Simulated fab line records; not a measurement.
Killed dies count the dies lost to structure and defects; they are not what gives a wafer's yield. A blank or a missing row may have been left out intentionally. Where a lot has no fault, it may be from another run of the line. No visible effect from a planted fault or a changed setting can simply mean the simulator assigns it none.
Chamber matching || flow sky130 || 4 sister chambers for SKY_FIELD_ISO_ETCH_17 on rie si-02
The step etches Si in HBr/Cl2/O2, target depth 342 nm, time 97.7 s. 4 wafers are shown with their chamber, then 7 later ones without.

== WAFERS, EACH WITH ITS CHAMBER ==
{"wafer": "L159.6", "chamber": 2, "oes product au (a.u.)": 0.987}
{"wafer": "L162.5", "chamber": 0, "oes product au (a.u.)": 0.999}
{"wafer": "L163.1", "chamber": 1, "oes product au (a.u.)": 0.998}
{"wafer": "L163.2", "chamber": 3, "oes product au (a.u.)": 0.996}

== WAFERS WHOSE CHAMBER IS MISSING ==
{"wafer": "L163.5", "oes product au (a.u.)": 1.002}
{"wafer": "L165.1", "oes product au (a.u.)": 1.000}
{"wafer": "L165.4", "oes product au (a.u.)": 0.992}
{"wafer": "L165.6", "oes product au (a.u.)": 0.999}
{"wafer": "L174.1", "oes product au (a.u.)": 1.009}
{"wafer": "L174.5", "oes product au (a.u.)": 1.016}
{"wafer": "L174.6", "oes product au (a.u.)": 1.007}

== CHAMBER TAKEN BY EACH ==
{"wafer": "L163.5", "from the rows above": "can't be placed: 0 or 1 or 3 or 2", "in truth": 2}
{"wafer": "L165.1", "from the rows above": "can't be placed: 0 or 1 or 3 or 2", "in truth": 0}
{"wafer": "L165.4", "from the rows above": "can't be placed: 3 or 2 or 1 or 0", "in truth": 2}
{"wafer": "L165.6", "from the rows above": "can't be placed: 0 or 1 or 3 or 2", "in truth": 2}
{"wafer": "L174.1", "from the rows above": "can't be placed: 0 or 1 or 3 or 2", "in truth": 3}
{"wafer": "L174.5", "from the rows above": "can't be placed: 0 or 1 or 3 or 2", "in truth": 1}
{"wafer": "L174.6", "from the rows above": "can't be placed: 0 or 1 or 3 or 2", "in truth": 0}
Correct placement for 0 of the 7. Cannot be placed on the basis of these rows: 7; the candidates contain the true chamber in 7. Number placed wrongly: 0.
How it was worked out, from the rows above alone: a wafer's distance from a chamber is the root of the sum, over the readings, of the square of ((its reading less the chamber's mean) divided by the reading's scatter). The wafer belongs to the nearest chamber; if the next one is less than 2 further off, it can't be placed. For every chamber, the mean is computed from those of its wafers that are shown. The scatter: root of mean squared gap, hidden wafer to nearest shown wafer, with one shown wafer a chamber.
